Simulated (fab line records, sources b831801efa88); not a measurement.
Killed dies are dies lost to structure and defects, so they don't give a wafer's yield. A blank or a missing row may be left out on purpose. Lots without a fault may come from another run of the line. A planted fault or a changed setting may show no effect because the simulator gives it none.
Which tool did it? | flow gf180mcu | 14 lots, 42 wafers sampled, at 3 steps of a route of 602

WHAT THE GAUGES READ, wafer by wafer
GF_V5_RS_MEAS_24: measures by four-point-probe. Usual: V5_W_RS 0.327 ohm/sq, standard deviation 0.0052.
lot  | measured     | on            | V5_W_RS (ohm/sq)     | flag
L684 | day 27 12:55 | film_metro-01 | 0.328 0.320 0.318    |
L688 | day 28 15:46 | film_metro-04 | 0.333 0.323 0.335    |
L689 | day 29 02:43 | film_metro-03 | 0.329 0.323 0.323    |
L690 | day 29 08:08 | film_metro-04 | 0.332 0.328 0.327    |
L691 | day 29 09:06 | film_metro-01 | 0.320 0.332 0.322    |
L692 | day 29 21:16 | film_metro-04 | 0.323 0.332 0.329    |
L694 | day 30 08:04 | film_metro-03 | 0.330 0.327 0.327    |
L695 | day 30 18:22 | film_metro-01 | 43.316 42.977 43.147 | OFF
L696 | day 30 20:56 | film_metro-04 | 45.021 44.956 44.612 | OFF
L700 | day 31 21:38 | film_metro-04 | 0.330 0.326 0.331    |
L704 | day 32 19:11 | film_metro-01 | 0.328 0.319 0.329    |
L705 | day 32 22:17 | film_metro-04 | 0.335 0.325 0.333    |
L706 | day 33 06:08 | film_metro-04 | 0.336 0.328 0.332    |
L707 | day 33 11:55 | film_metro-03 | 0.327 0.326 0.329    |

GF_V5_THK_MEAS_25: measures by xrf. Usual: V5_W_THK 344 nm, standard deviation 7.2.
lot  | measured     | on            | V5_W_THK (nm) | flag
L684 | day 27 13:01 | film_metro-01 | 348 357 359   |
L688 | day 28 15:53 | film_metro-04 | 335 347 332   |
L689 | day 29 02:49 | film_metro-03 | 339 345 347   |
L690 | day 29 08:16 | film_metro-04 | 334 338 338   |
L691 | day 29 09:12 | film_metro-01 | 359 346 357   |
L692 | day 29 21:22 | film_metro-04 | 342 335 335   |
L694 | day 30 08:10 | film_metro-03 | 337 341 340   |
L695 | day 30 18:28 | film_metro-01 | <0 <0 <0      | OFF
L696 | day 30 21:01 | film_metro-04 | - - <0        | OFF
L700 | day 31 21:45 | film_metro-04 | 344 348 341   |
L704 | day 32 19:17 | film_metro-01 | 348 355 343   |
L705 | day 32 22:22 | film_metro-04 | 331 343 335   |
L706 | day 33 06:15 | film_metro-04 | 334 341 335   |
L707 | day 33 12:02 | film_metro-03 | 343 344 343   |

WHICH TOOL RAN EACH LOT (tool, then ch and the chambers of the sampled wafers, then the start)
lot  | GF_V5_CVD_23
L684 | cvd_w-02 ch 0,1, day 27 12:49
L688 | cvd_w-01 ch 0,1, day 28 15:40
L689 | cvd_w-01 ch 0,1, day 29 02:37
L690 | cvd_w-01 ch 0,1, day 29 08:01
L691 | cvd_w-01 ch 0,1, day 29 08:59
L692 | cvd_w-01 ch 0,1, day 29 21:09
L694 | cvd_w-01 ch 1, day 30 07:56
L695 | cvd_w-01 ch 0,1, day 30 18:14
L696 | cvd_w-01 ch 0,1, day 30 20:48
L700 | cvd_w-01 ch 0,1, day 31 21:30
L704 | cvd_w-02 ch 0,1, day 32 19:03
L705 | cvd_w-01 ch 0,1, day 32 22:09
L706 | cvd_w-01 ch 0,1, day 33 06:01
L707 | cvd_w-02 ch 0,1, day 33 11:49
- GF_V5_CVD_23: deposits W, target thk 350 nm, time 104.9 s.

WHAT THE TOOLS THEMSELVES READ (means of the sampled wafers that have a number; where no wafer has one, the mark that the record gives instead)
GF_V5_CVD_23. Usual: chamber_pressure_Torr 39.99 Torr, standard deviation 0.092; heater_power_outer_w 562 W, standard deviation 60; heater_power_w 899 W, standard deviation 90.
lot  | tool     | chamber_pressure_Torr (Torr) | heater_power_outer_w (W) | heater_power_w (W) | flag
L684 | cvd_w-02 | 39.90                        | 555                      | 874                |
L688 | cvd_w-01 | 39.97                        | 537                      | 868                |
L689 | cvd_w-01 | 39.97                        | 588                      | 947                |
L690 | cvd_w-01 | 40.06                        | 584                      | 945                |
L691 | cvd_w-01 | 39.96                        | 591                      | 958                |
L692 | cvd_w-01 | 39.94                        | 532                      | 872                |
L694 | cvd_w-01 | 40.12                        | 642                      | 1032               |
L695 | cvd_w-01 | -                            | -                        | -                  | OFF
L696 | cvd_w-01 | -                            | -                        | -                  | OFF
L700 | cvd_w-01 | 40.04                        | 589                      | 946                |
L704 | cvd_w-02 | 39.97                        | 577                      | 895                |
L705 | cvd_w-01 | 40.08                        | 537                      | 860                |
L706 | cvd_w-01 | 39.96                        | 538                      | 871                |
L707 | cvd_w-02 | 39.98                        | 560                      | 905                |

THE ANSWER, worked out from the rows above alone
Rule: a lot is off if the mean of its wafers that have a number lies more than 3 standard deviations from the usual mean. A lot without any number at a reading at which 4 lots or more have one is off too. The other lots that the step has rows for count as sound. The gauges are gone through in route order, then the tools' own readings, and for those a lot's mean is taken as printed above. The first step at which some lot is off is used, and at that step the reading that is off furthest; a lot without a number counts as furthest.
Off: L695, L696, at GF_V5_RS_MEAS_24 (V5_W_RS).
A tool fits if, at a process step before that reading, it ran every lot that is off, and no sound lot after the first of them. The gauges at GF_V5_RS_MEAS_24 aren't tried: what is off there is off at GF_V5_CVD_23 too, on other tools, and a gauge's error can't cause that. None of those tried fits.

WHAT THE SIMULATOR HAD PUT IN
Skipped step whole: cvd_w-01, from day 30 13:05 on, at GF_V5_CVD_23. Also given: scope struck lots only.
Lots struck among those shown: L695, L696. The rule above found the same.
